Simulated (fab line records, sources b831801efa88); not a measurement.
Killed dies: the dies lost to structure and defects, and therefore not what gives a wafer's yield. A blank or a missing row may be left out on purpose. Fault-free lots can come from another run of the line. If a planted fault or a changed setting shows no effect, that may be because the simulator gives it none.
What tool caused it? ; flow gf180mcu ; 42 wafers from 14 lots sampled at 3 of the route's 602 steps

WHAT THE GAUGES READ, wafer by wafer
GF_NSD_TW_MEAS_12.
lot;measured;on;NSD_TW
L214;day 13 09:18;filmMetro-04;4159 4167 4182
L215;day 13 13:32;filmMetro-03;4281 4258 4266
L216;day 14 02:11;filmMetro-01;4142 4126 4157
L217;day 14 08:07;filmMetro-01;4166 4166 4154
L218;day 14 13:28;filmMetro-03;4256 4252 4250
L221;day 15 17:24;filmMetro-03;4268 4256 4284
L223;day 16 13:40;filmMetro-01;4174 4212 4194
L224;day 16 21:01;filmMetro-04;4191 4195 4182
L230;day 18 22:54;filmMetro-01;4143 4147 4169
L231;day 19 06:33;filmMetro-03;4260 4252 4267
L232;day 19 16:13;filmMetro-01;4162 4171 4140
L235;day 20 13:37;filmMetro-01;4152 4151 4145
L236;day 20 22:34;filmMetro-01;4149 4176 4184
L237;day 21 11:13;filmMetro-03;4264 4265 4234

WHAT TOOL EACH LOT RAN ON (gives the tool, then ch and the chambers of the sampled wafers, and finally the start)
lot;GF_HV_LDD_ETCHBACK_58;GF_NSD_IMPLANT_09
L214;rieDiel-01 ch 0,3, day 12 12:35;implanter-01 ch 0, day 13 08:55
L215;rieDiel-02 ch 2,3, day 12 17:30;implanter-04 ch 0, day 13 13:09
L216;rieDiel-04 ch 1,2,3, day 13 05:59;implanter-03 ch 0, day 14 01:47
L217;rieDiel-01 ch 1,2, day 13 11:05;implanter-01 ch 0, day 14 07:43
L218;rieDiel-04 ch 0,1,2, day 13 16:04;implanter-03 ch 0, day 14 13:05
L221;rieDiel-01 ch 0,1,2, day 14 19:51;implanter-01 ch 0, day 15 17:01
L223;rieDiel-01 ch 0,1, day 15 15:42;implanter-03 ch 0, day 16 13:16
L224;rieDiel-04 ch 1,2, day 15 22:31;implanter-03 ch 0, day 16 20:40
L230;rieDiel-04 ch 0,2, day 17 22:58;implanter-04 ch 0, day 18 22:32
L231;rieDiel-04 ch 0,2, day 18 04:56;implanter-04 ch 0, day 19 06:09
L232;rieDiel-04 ch 0,2,3, day 18 15:17;implanter-04 ch 0, day 19 15:52
L235;rieDiel-04 ch 1,2, day 19 11:55;implanter-03 ch 0, day 20 13:13
L236;rieDiel-01 ch 0,1, day 19 21:48;implanter-04 ch 0, day 20 22:13
L237;rieDiel-01 ch 0,2, day 20 06:16;implanter-03 ch 0, day 21 10:49
- GF_HV_LDD_ETCHBACK_58: etches Si3N4 in CH3F/O2, stops on SiO2, time 100 s, target depth 90 nm.
- GF_NSD_IMPLANT_09

WHAT THE TOOLS THEMSELVES READ (means of the sampled wafers that have a number; where no wafer has one, the mark that the record gives instead)
GF_HV_LDD_ETCHBACK_58.
lot;tool;drypumpMotorCurrentA (A);oesProductAu (a.u.);throttleValvePct (%)
L214;rieDiel-01;6.07;0.846;10.563
L215;rieDiel-02;5.98;0.845;10.559
L216;rieDiel-04;5.51;0.846;10.559
L217;rieDiel-01;6.01;0.843;10.559
L218;rieDiel-04;5.70;0.838;10.561
L221;rieDiel-01;5.93;0.836;10.566
L223;rieDiel-01;5.84;0.848;10.566
L224;rieDiel-04;5.51;0.840;10.562
L230;rieDiel-04;5.79;0.837;10.556
L231;rieDiel-04;5.80;0.855;10.563
L232;rieDiel-04;5.59;0.838;10.562
L235;rieDiel-04;5.51;0.835;10.556
L236;rieDiel-01;5.83;0.835;10.556
L237;rieDiel-01;6.02;0.845;10.570

GF_NSD_IMPLANT_09.
lot;tool;tiltDeg (degrees)
L214;implanter-01;7.011
L215;implanter-04;7.018
L216;implanter-03;7.008
L217;implanter-01;6.975
L218;implanter-03;7.000
L221;implanter-01;7.013
L223;implanter-03;8.546
L224;implanter-03;8.579
L230;implanter-04;7.004
L231;implanter-04;7.009
L232;implanter-04;6.973
L235;implanter-03;7.016
L236;implanter-04;7.050
L237;implanter-03;6.991

THE ANSWER, worked out from the rows above alone
Rule: the lots themselves supply what counts as usual. Put in order of their means at a reading, lots are off if they are a third of the lots or fewer, leave a main group of 4 or more, and stand apart from it by a gap of 3 or more times the standard deviation of the main group's means; of several such gaps the widest counts. If all means in a main group match to the digits the tables above print for the reading, that group is not used. Also off: a lot with no number at a reading for which 4 or more lots have one. The other lots that the step has rows for count as sound. The gauges are gone through in route order, then the tools' own readings, and for those a lot's mean is taken as printed above. At the first step where some lot is off, the reading lying furthest off is the one used; lots without a number count as furthest.
Off: L223, L224 (GF_NSD_IMPLANT_09, tiltDeg). The main group: mean 7.006 degrees, standard deviation 0.02.
A tool fits if, at that step or a process step before it, it ran every lot that is off, and no sound lot after the first of them. None of those tried fits.

WHAT WAS PUT IN BY THE SIMULATOR
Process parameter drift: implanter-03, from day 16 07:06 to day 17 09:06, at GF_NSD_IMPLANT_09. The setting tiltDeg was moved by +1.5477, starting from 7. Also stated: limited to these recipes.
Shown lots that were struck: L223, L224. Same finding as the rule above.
